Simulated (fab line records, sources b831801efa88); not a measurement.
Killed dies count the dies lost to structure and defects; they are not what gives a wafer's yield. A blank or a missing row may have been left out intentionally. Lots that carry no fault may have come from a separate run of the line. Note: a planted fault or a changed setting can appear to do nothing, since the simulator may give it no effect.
Which of the tools did it? / flow sky130 / Sampling: 10 lots, 30 wafers, 6 of 708 route steps

## WHAT THE GAUGES SHOWED, per wafer
SKY_SPACER_THK_MEAS_01. Usual: SPACER_CVD_00_THK 43.1 nm, standard deviation 0.37.
lot=L691; measured=day 23 19:26; on=filmMetro-04; SPACER_CVD_00_THK (nm)=43.7 43.3 43.5; flag=
lot=L693; measured=day 24 06:40; on=filmMetro-02; SPACER_CVD_00_THK (nm)=43.5 43.3 43.4; flag=
lot=L699; measured=day 26 00:37; on=filmMetro-04; SPACER_CVD_00_THK (nm)=42.8 43.0 42.8; flag=
lot=L701; measured=day 26 15:11; on=filmMetro-04; SPACER_CVD_00_THK (nm)=45.5 47.5 48.6; flag=OFF
lot=L702; measured=day 27 02:25; on=filmMetro-04; SPACER_CVD_00_THK (nm)=44.2 44.5 47.6; flag=OFF
lot=L710; measured=day 29 10:02; on=filmMetro-02; SPACER_CVD_00_THK (nm)=43.6 43.4 43.2; flag=
lot=L709; measured=day 29 14:08; on=filmMetro-02; SPACER_CVD_00_THK (nm)=43.1 43.3 43.2; flag=
lot=L711; measured=day 29 21:17; on=filmMetro-04; SPACER_CVD_00_THK (nm)=43.0 43.0 43.3; flag=
lot=L713; measured=day 30 22:11; on=filmMetro-02; SPACER_CVD_00_THK (nm)=42.5 42.6 43.0; flag=
lot=L714; measured=day 31 09:26; on=filmMetro-04; SPACER_CVD_00_THK (nm)=43.1 42.7 43.2; flag=

SKY_SD_N_CD_MEAS_07 targets a cd of 380 nm. Usual: cdNm reads 380.0 nm (standard deviation 2.2).
lot=L691; measured=day 28 17:02; on=cdSem-01; cdNm (nm)=378.8 378.7 377.2; flag=
lot=L693; measured=day 29 04:08; on=cdSem-01; cdNm (nm)=379.1 382.6 381.3; flag=
lot=L699; measured=day 30 18:59; on=cdSem-02; cdNm (nm)=379.4 380.4 380.8; flag=
lot=L701; measured=day 31 07:04; on=cdSem-01; cdNm (nm)=384.1 382.7 381.8; flag=
lot=L702; measured=day 31 19:28; on=cdSem-01; cdNm (nm)=380.3 379.1 377.1; flag=
lot=L710; measured=day 33 23:13; on=cdSem-01; cdNm (nm)=377.6 378.5 380.0; flag=
lot=L709; measured=day 34 02:49; on=cdSem-02; cdNm (nm)=380.7 379.7 381.5; flag=
lot=L711; measured=day 34 10:16; on=cdSem-01; cdNm (nm)=381.1 380.9 380.3; flag=
lot=L713; measured=day 35 09:16; on=cdSem-02; cdNm (nm)=380.7 381.4 380.0; flag=
lot=L714; measured=day 35 21:16; on=cdSem-01; cdNm (nm)=385.2 387.2 382.9; flag=

## WHICH TOOL RAN EACH LOT (tool, then ch and the chambers of the sampled wafers, then the start)
lot=L691; SKY_LDD_HVP_STRIP_09=plasmaAsher-03 ch 0,1, day 22 09:12; SKY_SPACER_CVD_00=lpcvd-02 ch 1, day 23 18:13; SKY_SPACER_ETCHBACK_02=rieDiel-03 ch 1,2,3, day 23 19:29; SKY_POLY_CUT_STRIP_12=plasmaAsher-01 ch 0,1, day 25 01:43
lot=L693; SKY_LDD_HVP_STRIP_09=plasmaAsher-03 ch 0,1, day 22 23:19; SKY_SPACER_CVD_00=lpcvd-02 ch 0, day 24 05:28; SKY_SPACER_ETCHBACK_02=rieDiel-02 ch 0,1,3, day 24 06:44; SKY_POLY_CUT_STRIP_12=plasmaAsher-01 ch 0,1, day 25 12:49
lot=L699; SKY_LDD_HVP_STRIP_09=plasmaAsher-03 ch 0,1, day 24 17:44; SKY_SPACER_CVD_00=lpcvd-02 ch 0, day 25 23:23; SKY_SPACER_ETCHBACK_02=rieDiel-04 ch 2,3, day 26 00:39; SKY_POLY_CUT_STRIP_12=plasmaAsher-03 ch 0,1, day 27 06:49
lot=L701; SKY_LDD_HVP_STRIP_09=plasmaAsher-03 ch 0,1, day 25 07:45; SKY_SPACER_CVD_00=lpcvd-02 ch 1, day 26 13:58; SKY_SPACER_ETCHBACK_02=rieDiel-03 ch 1,2, day 26 15:14; SKY_POLY_CUT_STRIP_12=plasmaAsher-03 ch 0,1, day 27 20:35
lot=L702; SKY_LDD_HVP_STRIP_09=plasmaAsher-04 ch 0,1, day 25 18:37; SKY_SPACER_CVD_00=lpcvd-02 ch 0, day 27 00:37; SKY_SPACER_ETCHBACK_02=rieDiel-04 ch 0,3, day 27 02:29; SKY_POLY_CUT_STRIP_12=plasmaAsher-03 ch 0,1, day 28 07:37
lot=L710; SKY_LDD_HVP_STRIP_09=plasmaAsher-03 ch 0,1, day 28 03:51; SKY_SPACER_CVD_00=lpcvd-02 ch 1, day 29 08:50; SKY_SPACER_ETCHBACK_02=rieDiel-04 ch 0,1,2, day 29 10:06; SKY_POLY_CUT_STRIP_12=plasmaAsher-03 ch 1, day 30 14:08
lot=L709; SKY_LDD_HVP_STRIP_09=plasmaAsher-04 ch 0,1, day 28 06:34; SKY_SPACER_CVD_00=lpcvd-02 ch 0, day 29 12:56; SKY_SPACER_ETCHBACK_02=rieDiel-04 ch 0,3, day 29 14:12; SKY_POLY_CUT_STRIP_12=plasmaAsher-01 ch 0,1, day 30 18:19
lot=L711; SKY_LDD_HVP_STRIP_09=plasmaAsher-04 ch 0,1, day 28 15:21; SKY_SPACER_CVD_00=lpcvd-02 ch 0, day 29 19:28; SKY_SPACER_ETCHBACK_02=rieDiel-04 ch 1,2,3, day 29 21:20; SKY_POLY_CUT_STRIP_12=plasmaAsher-03 ch 0,1, day 31 01:01
lot=L713; SKY_LDD_HVP_STRIP_09=plasmaAsher-04 ch 0,1, day 29 16:12; SKY_SPACER_CVD_00=lpcvd-02 ch 0, day 30 20:59; SKY_SPACER_ETCHBACK_02=rieDiel-04 ch 0,1,3, day 30 22:15; SKY_POLY_CUT_STRIP_12=plasmaAsher-03 ch 0,1, day 32 01:26
lot=L714; SKY_LDD_HVP_STRIP_09=plasmaAsher-04 ch 0,1, day 30 02:56; SKY_SPACER_CVD_00=lpcvd-02 ch 0, day 31 08:13; SKY_SPACER_ETCHBACK_02=rieDiel-04 ch 0,3, day 31 09:28; SKY_POLY_CUT_STRIP_12=plasmaAsher-04 ch 0,1, day 32 13:21
- SKY_LDD_HVP_STRIP_09: strips in O2/N2.
- SKY_SPACER_CVD_00: deposits Si3N4 from DCS/NH3, target thk 43.1 nm, time 740 s.
- SKY_SPACER_ETCHBACK_02: etches Si3N4 in CH3F/O2, stops on SiO2, time 46.7 s, target depth 45 nm.
- SKY_POLY_CUT_STRIP_12: strips in O2/N2.

## AS READ BY THE TOOLS THEMSELVES (means over the sampled wafers that have a number; for cases with no such wafer, the mark the record gives instead)
SKY_LDD_HVP_STRIP_09. Usual: drypumpMotorCurrentA 5.74 A, standard deviation 0.16; oesProductAu 0.408 a.u., standard deviation 0.0046; stripTimeToEndpointS 4.135 s, standard deviation 0.014.
lot=L691; tool=plasmaAsher-03; drypumpMotorCurrentA (A)=5.60; oesProductAu (a.u.)=0.409; stripTimeToEndpointS (s)=4.140; flag=
lot=L693; tool=plasmaAsher-03; drypumpMotorCurrentA (A)=5.55; oesProductAu (a.u.)=0.411; stripTimeToEndpointS (s)=4.152; flag=
lot=L699; tool=plasmaAsher-03; drypumpMotorCurrentA (A)=5.56; oesProductAu (a.u.)=0.407; stripTimeToEndpointS (s)=4.133; flag=
lot=L701; tool=plasmaAsher-03; drypumpMotorCurrentA (A)=5.72; oesProductAu (a.u.)=0.407; stripTimeToEndpointS (s)=4.134; flag=
lot=L702; tool=plasmaAsher-04; drypumpMotorCurrentA (A)=5.80; oesProductAu (a.u.)=0.406; stripTimeToEndpointS (s)=4.152; flag=
lot=L710; tool=plasmaAsher-03; drypumpMotorCurrentA (A)=5.53; oesProductAu (a.u.)=0.405; stripTimeToEndpointS (s)=4.125; flag=
lot=L709; tool=plasmaAsher-04; drypumpMotorCurrentA (A)=5.84; oesProductAu (a.u.)=0.412; stripTimeToEndpointS (s)=4.145; flag=
lot=L711; tool=plasmaAsher-04; drypumpMotorCurrentA (A)=5.80; oesProductAu (a.u.)=0.403; stripTimeToEndpointS (s)=4.123; flag=
lot=L713; tool=plasmaAsher-04; drypumpMotorCurrentA (A)=5.79; oesProductAu (a.u.)=0.413; stripTimeToEndpointS (s)=4.146; flag=
lot=L714; tool=plasmaAsher-04; drypumpMotorCurrentA (A)=5.83; oesProductAu (a.u.)=0.407; stripTimeToEndpointS (s)=4.119; flag=

SKY_SPACER_CVD_00. Usual: spikeTcCentreC 769.8 C, standard deviation 1; zonePowerCentrePct 14.6 %, standard deviation 0.38; zonePowerLowerPct 13.3 %, standard deviation 0.61; zonePowerTopPct 24 %, standard deviation 3.4; zonePowerUpperPct 15.2 %, standard deviation 1.2.
lot=L691; tool=lpcvd-02; spikeTcCentreC (C)=770.1; zonePowerCentrePct (%)=15.2; zonePowerLowerPct (%)=12.5; zonePowerTopPct (%)=20; zonePowerUpperPct (%)=13.5; flag=
lot=L693; tool=lpcvd-02; spikeTcCentreC (C)=770.2; zonePowerCentrePct (%)=14.3; zonePowerLowerPct (%)=13.7; zonePowerTopPct (%)=27; zonePowerUpperPct (%)=15.9; flag=
lot=L699; tool=lpcvd-02; spikeTcCentreC (C)=770.0; zonePowerCentrePct (%)=14.2; zonePowerLowerPct (%)=13.7; zonePowerTopPct (%)=27; zonePowerUpperPct (%)=15.9; flag=
lot=L701; tool=lpcvd-02; spikeTcCentreC (C)=790.4; zonePowerCentrePct (%)=20.9; zonePowerLowerPct (%)=10.0; zonePowerTopPct (%)=20; zonePowerUpperPct (%)=10.7; flag=OFF
lot=L702; tool=lpcvd-02; spikeTcCentreC (C)=790.6; zonePowerCentrePct (%)=19.8; zonePowerLowerPct (%)=10.9; zonePowerTopPct (%)=27; zonePowerUpperPct (%)=12.6; flag=OFF
lot=L710; tool=lpcvd-02; spikeTcCentreC (C)=769.8; zonePowerCentrePct (%)=15.0; zonePowerLowerPct (%)=12.4; zonePowerTopPct (%)=20; zonePowerUpperPct (%)=13.5; flag=
lot=L709; tool=lpcvd-02; spikeTcCentreC (C)=770.5; zonePowerCentrePct (%)=14.4; zonePowerLowerPct (%)=13.6; zonePowerTopPct (%)=27; zonePowerUpperPct (%)=16.1; flag=
lot=L711; tool=lpcvd-02; spikeTcCentreC (C)=769.8; zonePowerCentrePct (%)=14.2; zonePowerLowerPct (%)=13.7; zonePowerTopPct (%)=27; zonePowerUpperPct (%)=16.0; flag=
lot=L713; tool=lpcvd-02; spikeTcCentreC (C)=769.8; zonePowerCentrePct (%)=14.3; zonePowerLowerPct (%)=13.7; zonePowerTopPct (%)=27; zonePowerUpperPct (%)=16.0; flag=
lot=L714; tool=lpcvd-02; spikeTcCentreC (C)=769.1; zonePowerCentrePct (%)=14.3; zonePowerLowerPct (%)=13.7; zonePowerTopPct (%)=27; zonePowerUpperPct (%)=16.0; flag=

SKY_SPACER_ETCHBACK_02. Usual: drypumpMotorCurrentA 5.8 A, standard deviation 0.46; oesProductAu 0.855 a.u., standard deviation 0.0064; throttleValvePct 10.562 %, standard deviation 0.0097.
lot=L691; tool=rieDiel-03; drypumpMotorCurrentA (A)=5.8; oesProductAu (a.u.)=0.857; throttleValvePct (%)=10.570; flag=
lot=L693; tool=rieDiel-02; drypumpMotorCurrentA (A)=6.3; oesProductAu (a.u.)=0.858; throttleValvePct (%)=10.554; flag=
lot=L699; tool=rieDiel-04; drypumpMotorCurrentA (A)=5.8; oesProductAu (a.u.)=0.853; throttleValvePct (%)=10.551; flag=
lot=L701; tool=rieDiel-03; drypumpMotorCurrentA (A)=5.3; oesProductAu (a.u.)=0.899; throttleValvePct (%)=10.572; flag=OFF
lot=L702; tool=rieDiel-04; drypumpMotorCurrentA (A)=5.8; oesProductAu (a.u.)=0.882; throttleValvePct (%)=10.558; flag=OFF
lot=L710; tool=rieDiel-04; drypumpMotorCurrentA (A)=5.6; oesProductAu (a.u.)=0.859; throttleValvePct (%)=10.565; flag=
lot=L709; tool=rieDiel-04; drypumpMotorCurrentA (A)=5.8; oesProductAu (a.u.)=0.852; throttleValvePct (%)=10.560; flag=
lot=L711; tool=rieDiel-04; drypumpMotorCurrentA (A)=5.6; oesProductAu (a.u.)=0.853; throttleValvePct (%)=10.568; flag=
lot=L713; tool=rieDiel-04; drypumpMotorCurrentA (A)=5.5; oesProductAu (a.u.)=0.852; throttleValvePct (%)=10.558; flag=
lot=L714; tool=rieDiel-04; drypumpMotorCurrentA (A)=5.8; oesProductAu (a.u.)=0.855; throttleValvePct (%)=10.564; flag=

SKY_POLY_CUT_STRIP_12. Usual: drypumpMotorCurrentA 5.66 A, standard deviation 0.18; oesProductAu 0.452 a.u., standard deviation 0.0043; stripTimeToEndpointS 5.353 s, standard deviation 0.019.
lot=L691; tool=plasmaAsher-01; drypumpMotorCurrentA (A)=5.57; oesProductAu (a.u.)=0.459; stripTimeToEndpointS (s)=5.372; flag=
lot=L693; tool=plasmaAsher-01; drypumpMotorCurrentA (A)=5.57; oesProductAu (a.u.)=0.456; stripTimeToEndpointS (s)=5.366; flag=
lot=L699; tool=plasmaAsher-03; drypumpMotorCurrentA (A)=5.56; oesProductAu (a.u.)=0.450; stripTimeToEndpointS (s)=5.368; flag=
lot=L701; tool=plasmaAsher-03; drypumpMotorCurrentA (A)=5.73; oesProductAu (a.u.)=0.449; stripTimeToEndpointS (s)=5.326; flag=
lot=L702; tool=plasmaAsher-03; drypumpMotorCurrentA (A)=5.72; oesProductAu (a.u.)=0.450; stripTimeToEndpointS (s)=5.348; flag=
lot=L710; tool=plasmaAsher-03; drypumpMotorCurrentA (A)=5.39; oesProductAu (a.u.)=0.450; stripTimeToEndpointS (s)=5.343; flag=
lot=L709; tool=plasmaAsher-01; drypumpMotorCurrentA (A)=5.56; oesProductAu (a.u.)=0.456; stripTimeToEndpointS (s)=5.356; flag=
lot=L711; tool=plasmaAsher-03; drypumpMotorCurrentA (A)=5.54; oesProductAu (a.u.)=0.452; stripTimeToEndpointS (s)=5.339; flag=
lot=L713; tool=plasmaAsher-03; drypumpMotorCurrentA (A)=5.53; oesProductAu (a.u.)=0.451; stripTimeToEndpointS (s)=5.370; flag=
lot=L714; tool=plasmaAsher-04; drypumpMotorCurrentA (A)=5.79; oesProductAu (a.u.)=0.454; stripTimeToEndpointS (s)=5.361; flag=

## THE ANSWER, worked out from the rows above alone
Rule: a lot is off if the mean of its wafers that have a number lies more than 3 standard deviations from the usual mean. A lot without any number at a reading at which 4 lots or more have one is off too. The other lots that the step has rows for count as sound. The gauges are gone through in route order, then the tools' own readings, and for those a lot's mean is taken as printed above. The first step at which some lot is off is used, and at that step the reading that is off furthest; a lot without a number counts as furthest.
Off: L701, L702, seen at SKY_SPACER_THK_MEAS_01 (SPACER_CVD_00_THK).
If a tool, at a process step before that reading, ran all the lots that are off and no sound lot after the first of them, it fits. The gauges at SKY_SPACER_THK_MEAS_01 aren't tried: what is off there is off at SKY_SPACER_CVD_00 too, on other tools, and a gauge's error can't cause that. No candidate that was tried fits.

## WHAT THE SIMULATOR PUT IN
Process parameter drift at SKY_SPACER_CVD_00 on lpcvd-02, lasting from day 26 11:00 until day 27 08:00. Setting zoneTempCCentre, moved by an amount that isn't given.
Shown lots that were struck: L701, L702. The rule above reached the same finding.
